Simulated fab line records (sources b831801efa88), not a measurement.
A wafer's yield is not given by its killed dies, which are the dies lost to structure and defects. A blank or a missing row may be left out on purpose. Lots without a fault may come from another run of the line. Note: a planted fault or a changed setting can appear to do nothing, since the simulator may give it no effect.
Which tool is to blame?    flow sfq line    7 lots, 21 wafers sampled, at 3 steps of a route of 325

## WHAT THE GAUGES READ, wafer by wafer
SFQ_C5_OVL_MEAS_937.
lot   measured      on          C5_OVL (nm)
L760  day 60 20:41  overlay-01  8 6 4
L763  day 64 11:11  overlay-02  2 5 2
L767  day 75 20:34  overlay-01  - - -
L769  day 75 22:58  overlay-02  - - -
L776  day 76 21:45  overlay-01  -4 -8 0
L778  day 77 07:22  overlay-01  -1 -5 -9
L781  day 77 15:46  overlay-01  -1 0 -4

## WHICH TOOL RAN EACH LOT (tool, then ch and the chambers of the sampled wafers, then the start)
lot   SFQ_TRILAYER_I1_VIA_LITHO_PEB_052  SFQ_TRILAYER_M5_STRIP_STRIP_127
L760  litho track-02 ch 0, day 17 10:09  rie metal-02 ch 0, day 55 01:12
L763  litho track-02 ch 0, day 18 21:43  rie metal-03 ch 0,1, day 58 09:28
L767  litho track-02, day 19 20:31       rie metal-03 ch 0,1, day 61 02:31
L769  litho track-02, day 20 21:40       rie metal-02 ch 0,1, day 61 06:19
L776  litho track-03 ch 0, day 22 15:02  rie metal-03 ch 0,1, day 61 23:03
L778  litho track-02 ch 0, day 22 22:11  rie metal-03 ch 0,1, day 62 05:15
L781  litho track-03 ch 0, day 23 16:11  rie metal-02 ch 0,1, day 62 10:03
- SFQ_TRILAYER_I1_VIA_LITHO_PEB_052: peb time 60 s.
- SFQ_TRILAYER_M5_STRIP_STRIP_127: strips in O2.

## THE ANSWER, worked out from the rows above alone
Rule: the usual values come from the lots themselves. The widest of any qualifying gaps counts: lots, ordered by their means at a reading, are off when they make up no more than a third of the lots, leave a main group of 4 or more, and stand apart from it by 3 or more times the standard deviation of that group's means. The tables above print the reading to a certain number of digits; a main group whose means all agree to those digits is not used. Also off: a lot with no number at a reading for which 4 or more lots have one. Any other lot the step has rows for is counted as sound.
Off: at SFQ_C5_OVL_MEAS_937 (C5_OVL), L767, L769. Without a number there: L767, L769. The main group has a mean of -0 nm with a standard deviation of 4.2.
If a tool, at a process step before that reading, ran all the lots that are off and no sound lot after the first of them, it fits. Those tools and the gauges at SFQ_C5_OVL_MEAS_937 are tried in the same way. Of those tried, none fits.

## WHAT THE SIMULATOR HAD INSERTED
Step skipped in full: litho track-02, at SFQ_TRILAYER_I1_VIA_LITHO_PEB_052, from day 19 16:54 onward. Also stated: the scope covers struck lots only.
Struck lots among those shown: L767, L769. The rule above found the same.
